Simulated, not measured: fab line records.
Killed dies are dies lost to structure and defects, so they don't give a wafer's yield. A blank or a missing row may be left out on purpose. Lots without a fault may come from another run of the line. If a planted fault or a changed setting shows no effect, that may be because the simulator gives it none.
Which tool was responsible?    flow sky130    Sampling: 6 lots, 18 wafers, 2 of 708 route steps

## WHAT THE GAUGES READ, wafer by wafer
SKY_SD_N_RS_MEAS_16: measurement is done with a four-point probe.
lot   measured      on             SD_N_RS (ohm/sq)
L194  day 27 23:35  film-metro-03  68.54 68.70 68.49
L196  day 28 22:28  film-metro-02  68.47 68.52 68.54
L200  day 30 14:05  film-metro-02  68.43 68.48 68.27
L202  day 31 01:53  film-metro-03  68.78 68.68 68.63
L208  day 33 02:27  film-metro-01  52.53 52.57 52.68 52.50 52.58 52.60
L215  day 35 00:16  film-metro-02  68.40 68.31 68.22

## TOOL THAT RAN EACH LOT (tool first, then ch and the chambers of the sampled wafers, then the start)
lot   SKY_SD_N_RTA_14
L194  rtp-anneal-01 ch 0, day 27 23:23
L196  rtp-anneal-01 ch 0, day 28 22:16
L200  rtp-anneal-01 ch 0, day 30 13:55
L202  rtp-anneal-01 ch 0, day 31 01:43
L208  rtp-anneal-01 ch 0, day 33 02:17
L215  rtp-anneal-02 ch 0, day 35 00:05
- SKY_SD_N_RTA_14: time 2 s.

## THE ANSWER, worked out from the rows above alone
Rule: what is usual is taken from the lots themselves. The widest of any qualifying gaps counts: lots, ordered by their means at a reading, are off when they make up no more than a third of the lots, leave a main group of 4 or more, and stand apart from it by 3 or more times the standard deviation of that group's means. The tables above print the reading to a certain number of digits; a main group whose means all agree to those digits is not used. A lot without any number at a reading at which 4 lots or more have one is off too. All remaining lots with rows at the step are treated as sound.
Off: L208, seen at SKY_SD_N_RS_MEAS_16 (SD_N_RS). The main group has a mean of 68.50 ohm/sq with a standard deviation of 0.14.
A tool fits if, at a process step before that reading, it ran every lot that is off, and no sound lot after the first of them. Gauges at SKY_SD_N_RS_MEAS_16: tried the same way as those tools. Can't be told from this: 2 tools fit, rtp-anneal-01 at SKY_SD_N_RTA_14, film-metro-01 at SKY_SD_N_RS_MEAS_16.

## WHAT WAS PUT IN BY THE SIMULATOR
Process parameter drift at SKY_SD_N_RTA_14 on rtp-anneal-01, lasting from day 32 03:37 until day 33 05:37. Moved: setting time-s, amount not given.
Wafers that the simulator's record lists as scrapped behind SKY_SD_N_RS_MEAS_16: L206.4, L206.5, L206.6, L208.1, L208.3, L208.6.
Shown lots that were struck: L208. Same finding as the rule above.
